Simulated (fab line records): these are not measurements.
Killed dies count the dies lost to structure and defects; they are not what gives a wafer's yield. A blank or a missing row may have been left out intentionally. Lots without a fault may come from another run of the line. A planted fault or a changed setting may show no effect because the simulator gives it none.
A lot that was struck, set against a sound lot    flow sky130    14 steps out of a route of 708
Sound: wafers L311.3, L311.4, L311.6. Struck: wafers L312.1, L312.3. (L312.4 of the same lot was not struck and is left out.) The cause comes at the end.
Order at every step that has rows: each side's tool, ch and its chambers, its first start. Under that, the readings that differ: sound wafers    struck wafers    difference of the means    sigmas: that difference in standard deviations of wafers without a fault.
alike: words and numbers the same on both sides, and readings whose means are apart by under 2 such deviations; not compared: readings that were withheld, readings missing a value for some wafer, numbers with overlapping values and no deviation given by the record, and bounds like >300 which may hide the same value.
The two part at a step that has a row with sigmas, a row that says differs or no value, or rows on one side only. When numbers do not overlap yet have no deviation, they are printed without sigmas and do not part them. A reading missing from all wafers of one side parts the sides only when that side holds two or more wafers.

SKY_CAP2M_SPUTTER_02: material TiN, target thk 200 nm, time 166.7 s.
  sound on pvd sputter-04, day 41 05:01; struck on pvd sputter-02, day 41 06:34
  alike: chamber pressure pa, throttle valve pct
SKY_CAP2M_RS_MEAS_03: measurement is done with a four-point probe.
  sound on film metro-03, day 41 05:10; struck on film metro-03, day 41 06:40
  alike: CAP2M_TIN_RS
SKY_CAP2M_THK_MEAS_04: measures by xrf.
  sound on film metro-03, day 41 05:16; struck on film metro-03, day 41 06:47
  alike: CAP2M_TIN_THK
then, 7 steps without rows for these wafers: SKY_CAP2M_DEHYDRATE_05 (time 60 s); SKY_CAP2M_HMDS_06 (prime time 60 s); SKY_CAP2M_COAT_07 (resist thk 1140 nm); SKY_CAP2M_SOFTBAKE_08 (time 60 s); SKY_CAP2M_EXPOSE_09 (exposes mask CAP2M, target cd 1000 nm); SKY_CAP2M_PEB_10; SKY_CAP2M_DEVELOP_11 (develop time 60 s).
SKY_CAP2M_OVL_MEAS_12:
  sound on overlay-01, day 42 04:23; struck on overlay-01, day 42 05:58
reading         sound          struck     difference  sigmas
CAP2M_OVL (nm)  -1.0 0.2 -0.1  -5.4 -3.4  -4.1        -3
SKY_CAP2M_METAL_ETCH_13: etches TiN in Cl2/BCl3, stops on SiO2, target depth 220 nm, time 62.9 s.
  sound on rie metal-04 ch 0,1, day 42 04:26; struck on rie metal-03 ch 1, day 42 06:01
  alike: drypump motor current A, oes product au, throttle valve pct
  not compared: rf hours counter h
SKY_CAP2M_STRIP_14: strips in O2/N2.
  sound on plasma asher-01 ch 0,1, day 42 04:31; struck on plasma asher-03 ch 0, day 42 06:05
reading              sound           struck     difference  sigmas
o2 flow sccm (sccm)  3002 2999 2998  3597 3606  +602        +69
  alike: drypump motor current A, oes product au, strip time to endpoint s
  not compared: rf hours counter h
then, 1 step without rows for these wafers: SKY_CAP2M_STRIP_15 (strips in post etch residue remover, time 1200 s).

## WHERE THEY PART
First at SKY_CAP2M_OVL_MEAS_12; last, within this record, at SKY_CAP2M_STRIP_14.

WHY: what had been put in by the simulator
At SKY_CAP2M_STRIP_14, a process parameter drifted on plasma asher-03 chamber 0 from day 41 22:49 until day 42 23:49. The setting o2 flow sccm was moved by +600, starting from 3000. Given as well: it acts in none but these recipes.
